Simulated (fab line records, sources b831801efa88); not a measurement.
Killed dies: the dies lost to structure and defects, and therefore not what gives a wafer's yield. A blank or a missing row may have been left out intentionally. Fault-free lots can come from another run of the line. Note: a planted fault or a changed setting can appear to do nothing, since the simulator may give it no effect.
Code-filled problem report in 8D (eight disciplines) form :: flow sky130 :: the parts of the form that need people (team, actions taken, sign-off) are left out

1. WHAT WENT WRONG
At SKY_VIA1_CMP_24, overpolish-run-s averages 0.041 s over 6 wafers from 2 lots, while fault-free wafers read 15.000 s, standard deviation 0.0094. So: -99 or more standard deviations from the usual mean.
The step: polishes, stops on SiO2, t overpolish 15 s, target thk 0 nm.
Seen first at day 40 06:04 on cmp-02, wafer L684.1. The record holds 36 wafers of 12 lots with a number at this step. The rule behind "out" and "out of limits": a value lying over 4 standard deviations away from the usual mean. The other wafers with a number count as sound.

2. WHAT IT IS AND WHAT IT IS NOT
question: which readings at this step
is: overpolish-run-s, time-to-endpoint-s
is not: head-pressure-psi

question: which lots
is: L683, L684
is not: L665, L666, L667, L668, L669, L671, L673, L674, L678, L686

question: which wafers of those lots
is: all that have a number
is not: -

question: read on which tools
is: cmp-02
is not: cmp-01

question: when
is: from day 40 06:04
is not: up to then (27 sound wafers); but 3 sound wafers of L686 came after

3. SUSPECTS, AND WHAT RULES EACH OUT
Counting: a tool stays on the suspect list if, at a process step up to the reading, it processed all lots that are out and no sound lot following the first of them.
- cmp-02 at SKY_VIA1_CMP_24 (polishes, stops on SiO2, t overpolish 15 s, target thk 0 nm): kept. Every lot that is out went through it, starting with L684 (day 40 06:04), and after that it ran no sound lot; the last sound lot it ran before then is L674 (day 37 02:36). Out on those wafers are its own readings of overpolish-run-s, time-to-endpoint-s.
After counting, what remains is cmp-02 at SKY_VIA1_CMP_24.

4. THE CAUSE (what the simulator had put in)
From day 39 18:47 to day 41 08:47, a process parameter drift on cmp-02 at SKY_VIA1_CMP_24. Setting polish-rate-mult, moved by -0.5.
Only this tool survived the counting.

5. THE CHAIN OF EFFECTS, in route order
Each row: a reading whose mean over the struck wafers that have a number lies more than 3 standard deviations from the usual. Readings are gone through only where the record gives a usual standard deviation; hours: the median, over the lots, of the time from a lot's start at the first step in this table giving one to that lot's start at this step; sigmas: the change measured in usual standard deviations.
hours: 0
step: SKY_VIA1_CMP_24
reading: overpolish-run-s
usual: 15.000 s
on struck wafers: 0.041
change: -14.959
sigmas: -99 or more

hours: 0
step: SKY_VIA1_CMP_24
reading: time-to-endpoint-s
usual: 68 s
on struck wafers: 104
change: +36
sigmas: +9.3

hours: 242
step: SKY_PAD_OPEN_PROBE_99
reading: defect-limited-yield
usual: 82.9 %
on struck wafers: 0.0
change: -82.9
sigmas: -41

hours: 242
step: SKY_PAD_OPEN_PROBE_99
reading: killed_at_M0_to_M3
usual: 42
on struck wafers: 452
change: +410
sigmas: +55

hours: 242
step: SKY_PAD_OPEN_PROBE_99
reading: killed-dies
usual: 84
on struck wafers: 492
change: +408
sigmas: +41

hours: 242
step: SKY_PAD_OPEN_PROBE_99
reading: killed-on-rim
usual: 17
on struck wafers: 96
change: +79
sigmas: +21

hours: 242
step: SKY_PAD_OPEN_PROBE_99
reading: sort_bin_3_pad_short
usual: 0.9 %
on struck wafers: 84.7
change: +83.8
sigmas: +99 or more

hours: 242
step: SKY_PAD_OPEN_PROBE_99
reading: sort-n-pass
usual: 408
on struck wafers: 0
change: -408
sigmas: -41

hours: 242
step: SKY_PAD_OPEN_PROBE_99
reading: sort-yield-pct
usual: 82.9 %
on struck wafers: 0.0
change: -82.9
sigmas: -41
Its process steps:
- SKY_VIA1_CMP_24: polishes, stops on SiO2, t overpolish 15 s, target thk 0 nm.
- SKY_PAD_OPEN_PROBE_99

6. HOW IT WOULD HAVE BEEN CAUGHT EARLIER
11 hours passed between the start of the fault at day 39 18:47 and the first reading out of limits in this record, taken at day 40 06:04.
